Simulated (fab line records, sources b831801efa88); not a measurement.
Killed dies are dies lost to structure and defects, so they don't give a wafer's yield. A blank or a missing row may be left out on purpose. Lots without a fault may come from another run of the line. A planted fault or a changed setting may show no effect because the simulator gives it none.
Chamber matching | flow sky130 | SKY_VIA3_CMP_24 on cmp-01: 4 sister chambers
The step polishes, stops on SiO2, t overpolish 20 s, target thk 0 nm. 8 wafers are shown with their chamber, then 11 later ones without.

WAFERS WITH THEIR CHAMBER
wafer  | chamber | motor_current_A (A) | time_to_endpoint_s (s)
L075.5 | 0       | 13.8                | 90
L077.6 | 0       | 14.4                | 99
L081.1 | 2       | 11.3                | 92
L081.4 | 3       | 10.1                | 93
L083.2 | 2       | 11.4                | 96
L083.3 | 3       | 9.6                 | 101
L083.4 | 1       | 11.2                | 104
L084.2 | 1       | 11.1                | 103

WAFERS WITHOUT THEIR CHAMBER
wafer  | motor_current_A (A) | time_to_endpoint_s (s)
L084.4 | 11.4                | 96
L084.5 | 10.9                | 102
L087.1 | 13.9                | 94
L087.3 | 10.2                | 103
L087.5 | 10.5                | 105
L091.1 | 14.0                | 93
L091.4 | 11.2                | 101
L091.5 | 11.6                | 107
L096.1 | 10.5                | 104
L096.2 | 11.3                | 104
L096.5 | 10.0                | 104

WHICH CHAMBER EACH WENT THROUGH
wafer  | from the rows above          | in truth
L084.4 | can't be placed: 2 or 1      | 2
L084.5 | can't be placed: 1 or 2      | 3
L087.1 | 0                            | 0
L087.3 | can't be placed: 3 or 1      | 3
L087.5 | can't be placed: 1 or 3 or 2 | 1
L091.1 | 0                            | 0
L091.4 | can't be placed: 1 or 2      | 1
L091.5 | can't be placed: 1 or 2      | 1
L096.1 | can't be placed: 1 or 3 or 2 | 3
L096.2 | can't be placed: 1 or 2      | 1
L096.5 | 3                            | 3
Placed correctly: 3 of 11. Can't be placed from these rows: 8 (the true chamber is among the candidates in 7). Placed wrongly: 0.
How it was worked out, from the rows above alone: a wafer's distance from a chamber is the root of the sum, over the readings, of the square of ((its reading less the chamber's mean) divided by the reading's scatter). The wafer belongs to the nearest chamber; if the next one is less than 2 further off, it can't be placed. A chamber's mean is the mean of its shown wafers. The scatter: the root of (the sum of the squares of (reading less its chamber's mean) over the shown wafers, divided by (wafers less chambers)).
